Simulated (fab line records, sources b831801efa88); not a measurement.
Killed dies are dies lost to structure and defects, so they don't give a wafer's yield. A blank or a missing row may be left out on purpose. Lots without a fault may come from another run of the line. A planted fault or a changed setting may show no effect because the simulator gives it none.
fab line records | flow gf180mcu
record lots=6 wafers=17 last_day=34
route steps=602 shown TOP_METAL@584 PASSIVATION@587
lots that met no fault: from a run of the same line without faults
start_h: hours from the record's first day to the start of the lot's first wafer shown | wait_h: hours since the lot's step before | " the same as in the row above | L1.1+2: a row that stands for several wafers | - no value, or no start given | * or withheld: withheld | < > ~ a bound
route shown NAME@n: a module of which the file shows steps, and the number in the route of the first | usual: mean/standard deviation of fault-free wafers | same: alike in all rows | chamber/n: place in a boat | sites: the reading at each site | _std_site: their standard deviation | _edge_site: outer sites' mean less inner sites' | radius_mm: how far each site lies from the wafer's centre | mask NAME#n: copy n | behind: the tool/chamber that last shaped the wafer | hold: why the lot was held/for how many hours/how that ended | device: the transistor (n, p or np) that didn't switch | end of line: the same wafers' tests at the end of the route | a step without rows: its recipe alone | killed: dies lost to structure and defects at the first sort, not the wafer's yield | map: a wafer's dies, x killed, . not, _ none there
set.NAME: the setting as run; set.NAME@STEP: as run at that earlier step | model.NAME: the simulator's own value behind a step, which no gauge read
lots at some steps of the route; a table a step, a row a wafer
services: from which hour (start_h, from the record's first day; less than 0 if before it) a tool's chamber was out of use, for how many hours, and why
## steps
# step GF_TOP_METAL_STRIP_17
# recipe chemistry=O2/N2 power_w=1400 pressure_mtorr=1500 platen_temp_c=250 o2_flow_sccm=3000 n2_flow_sccm=300 overash_fraction=0.5
# usual drypump_motor_current_A=5.93/0.18 heater_power_w=335/16 oes_product_au=0.710/0.0045 strip_time_to_endpoint_s=12.93/0.062
# columns lot.wafer tool chamber start_h wait_h drypump_motor_current_A heater_power_w oes_product_au rf_hours_counter_h strip_time_to_endpoint_s
L176.1 plasma_asher-02 0 655.24 0.1 5.61 354 0.706 86 12.80
L176.5 " 0 " " 5.61 342 0.712 - 12.84
L176.6 " 1 " " 6.07 311 0.714 - 12.81
L182.1 plasma_asher-03 0 704.08 0.1 5.86 319 0.714 111 12.89
L182.3 " 1 " " 6.14 340 0.720 - 12.89
L182.5 " 0 " " 5.84 327 0.711 - 12.91
L185.1 plasma_asher-01 0 729.93 0.1 5.81 315 0.706 65 12.93
L185.2 " 1 " " 6.02 366 0.709 65 12.98
L185.5 " 1 " " 6.04 374 0.715 - 12.93
L194.3 plasma_asher-03 0 778.41 0.1 5.79 327 0.713 - 13.05
L194.4 " 1 " " 6.17 335 0.707 - 12.91
L194.5 " 0 " " 5.79 331 0.713 - 12.97
L195.1 plasma_asher-02 1 781.13 0.1 6.07 312 0.710 100 13.05
L195.6 " 1 " " 6.09 302 0.715 - 13.01
L197.2 plasma_asher-01 0 795.78 0.1 5.83 331 0.716 72 12.95
L197.5 " 0 " " 5.83 317 0.707 - 12.91
L197.6 " 1 " " 5.98 366 0.705 - 12.99
# step GF_TOP_METAL_STRIP_18
# recipe chemistry=post_etch_residue_remover time_s=1200 temp_c=72.5
# step GF_TOP_METAL_CLEAN_19
# recipe chemistry=DIW dry=n2_spin
# step GF_PASSIVATION_CVD_00
# recipe material=SiO2 target_thk_nm=1000 precursor=TEOS temp_c=400 time_s=111.95 rf_w=600
# usual heater_power_w=616/88
# columns lot.wafer tool chamber start_h wait_h heater_power_w
L176.1 pecvd-01 0 655.88 0.0 520
L176.5 " 2 " " 670
L176.6 " 1 " " 476
L182.1 pecvd-03 1 704.69 0.0 655
L182.3 " 2 " " 533
L182.5 " 1 " " 528
L185.1 pecvd-03 2 730.50 0.0 553
L185.2 " 1 " " 588
L185.5 " 1 " " 629
L194.3 pecvd-04 0 778.95 0.0 705
L194.4 " 2 " " 776
L194.5 " 0 " " 760
L195.1 pecvd-03 0 781.66 0.0 614
L195.6 " 1 " " 525
L197.2 pecvd-01 1 796.35 0.0 566
L197.5 " 2 " " 652
L197.6 " 0 " " 627
# step GF_PASSIVATION_THK_MEAS_01
# recipe reads=SiO2_of_PASSIVATION_CVD_00
# usual PASSIVATION_CVD_00_THK=1001/12
# columns lot.wafer tool chamber start_h wait_h PASSIVATION_CVD_00_THK[nm]
L176.1 film_metro-03 - 655.96 0.0 999
L176.5 " - " " 1010
L176.6 " - " " 1017
L182.1 film_metro-03 - 704.77 0.0 981
L182.3 " - " " 992
L182.5 " - " " 995
L185.1 film_metro-02 - 730.58 0.0 985
L185.2 " - " " 996
L185.5 " - " " 1001
L194.3 film_metro-02 - 779.05 0.1 983
L194.4 " - " " 1007
L194.5 " - " " 1012
L195.1 film_metro-02 - 781.74 0.0 982
L195.6 " - " " 997
L197.2 film_metro-04 - 796.44 0.0 994
L197.5 " - " " 1011
L197.6 " - " " 1011
# step GF_PASSIVATION_CVD_02
# recipe material=Si3N4 target_thk_nm=700 time_s=486.18 temp_c=400 rf_w=450
# usual heater_power_w=685/94
# columns lot.wafer tool chamber start_h wait_h heater_power_w
L176.1 pecvd-04 0 656.02 0.1 821
L176.5 " 2 " " 881
L176.6 " 0 " " 870
L182.1 pecvd-01 2 704.83 0.1 728
L182.3 " 0 " " 696
L182.5 " 0 " " 541
L185.1 pecvd-01 0 730.64 0.1 629
L185.2 " 1 " " 617
L185.5 " 0 " " 662
L194.3 pecvd-01 2 779.09 0.0 669
L194.4 " 1 " " 641
L194.5 " 2 " " 720
L195.1 pecvd-04 0 781.80 0.1 730
L195.6 " 0 " " 758
L197.2 pecvd-03 2 796.49 0.0 632
L197.5 " 1 " " 568
L197.6 " 2 " " 671
# step GF_PASSIVATION_THK_MEAS_03
# recipe reads=Si3N4_of_PASSIVATION_CVD_02
# usual PASSIVATION_CVD_02_THK=701/9.3
# columns lot.wafer tool chamber start_h wait_h PASSIVATION_CVD_02_THK[nm]
L176.1 film_metro-03 - 656.31 0.1 688
L176.5 " - " " 702
L176.6 " - " " 705
L182.1 film_metro-03 - 705.12 0.1 686
L182.3 " - " " 700
L182.5 " - " " 702
L185.1 film_metro-02 - 730.92 0.1 697
L185.2 " - " " 694
L185.5 " - " " 702
L194.3 film_metro-04 - 779.40 0.2 685
L194.4 " - " " 702
L194.5 " - " " 696
L195.1 film_metro-04 - 782.09 0.1 707
L195.6 " - " " 723
L197.2 film_metro-04 - 796.78 0.2 693
L197.5 " - " " 700
L197.6 " - " " 692
# step GF_PASSIVATION_DEHYDRATE_04
# recipe temp_c=200 time_s=60
# step GF_PASSIVATION_HMDS_05
# recipe prime_time_s=60 prime_temp_c=120
# step GF_PASSIVATION_COAT_06
# recipe spin_rpm=2000 resist_thk_nm=4000
# step GF_PASSIVATION_SOFTBAKE_07
# recipe temp_c=110 time_s=withheld
# step GF_PASSIVATION_EXPOSE_08
# recipe mask_id=Pad target_cd_nm=40000 na=0.57 dose_mj=310
# step GF_PASSIVATION_PEB_09
# recipe temp_c=115 time_s=withheld
# usual chill_plate_temp_C=23.00/0.11 exhaust_pa=44.9/0.84
# columns lot.wafer tool chamber start_h wait_h chill_plate_temp_C exhaust_pa
L176.1 litho_track-02 0 674 - 23.15 44.8
L176.5 " 0 " " 22.96 46.8
L176.6 " 0 " " 23.07 46.3
L182.1 litho_track-01 0 722 - 23.09 45.7
L182.3 " 0 " " 23.11 44.1
L182.5 " 0 " " 22.97 45.4
L185.1 litho_track-04 0 747 - 23.18 45.9
L185.2 " 0 " " 23.08 44.8
L185.5 " 0 " " 23.20 44.0
L194.3 litho_track-02 - 793 - - -
L194.4 " - " " - -
L194.5 " - " " - -
L195.1 litho_track-01 - 796 - - -
L195.6 " - " " - -
L197.2 litho_track-01 0 810 - 23.12 45.4
L197.5 " 0 811 - 23.04 46.0
L197.6 " 0 " " 23.03 46.0
# step GF_PASSIVATION_DEVELOP_10
# recipe develop_time_s=60 dev_temp_c=23
## services
# columns tool chamber start_h hours kind
pecvd-01 - 672.31 3.0 repair
plasma_asher-01 - 674.03 2.6 repair
pecvd-01 1 675.57 7.7 repair
plasma_asher-01 - 708.36 1.1 repair
plasma_asher-03 - 717.22 3.5 repair
pecvd-01 - 732.00 4.3 repair
plasma_asher-03 - 733.75 9.0 pm
plasma_asher-03 0 733.75 9.0 vent_cycle
plasma_asher-03 1 733.75 9.0 vent_cycle
pecvd-03 0 734.20 5.0 repair
plasma_asher-03 0 742.75 - clean
plasma_asher-03 1 742.75 - clean
plasma_asher-01 - 766.31 1.2 repair
pecvd-01 - 799.38 14.0 pm
pecvd-01 0 799.38 14.0 vent_cycle
pecvd-01 1 799.38 14.0 vent_cycle
pecvd-01 2 799.38 14.0 vent_cycle
## key
first_sign step=GF_PASSIVATION_PEB_09 reading=tool_record direction=missing
effect none on later readings
met_at GF_PASSIVATION_PEB_09
struck_wafers L194.3,L194.4,L194.5,L195.1,L195.6
sort_left_out L194.3,L194.4,L194.5,L195.1,L195.6
onset_between 722 793
fault kind=skipped_step_whole tool=litho_track-01,litho_track-02 chamber=- onset_h=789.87 steps=GF_PASSIVATION_PEB_09 scope=struck_lots_only
# sort_left_out: the simulated sort isn't trusted on such a fault, so these wafers' sort isn't shown, and their yield isn't known
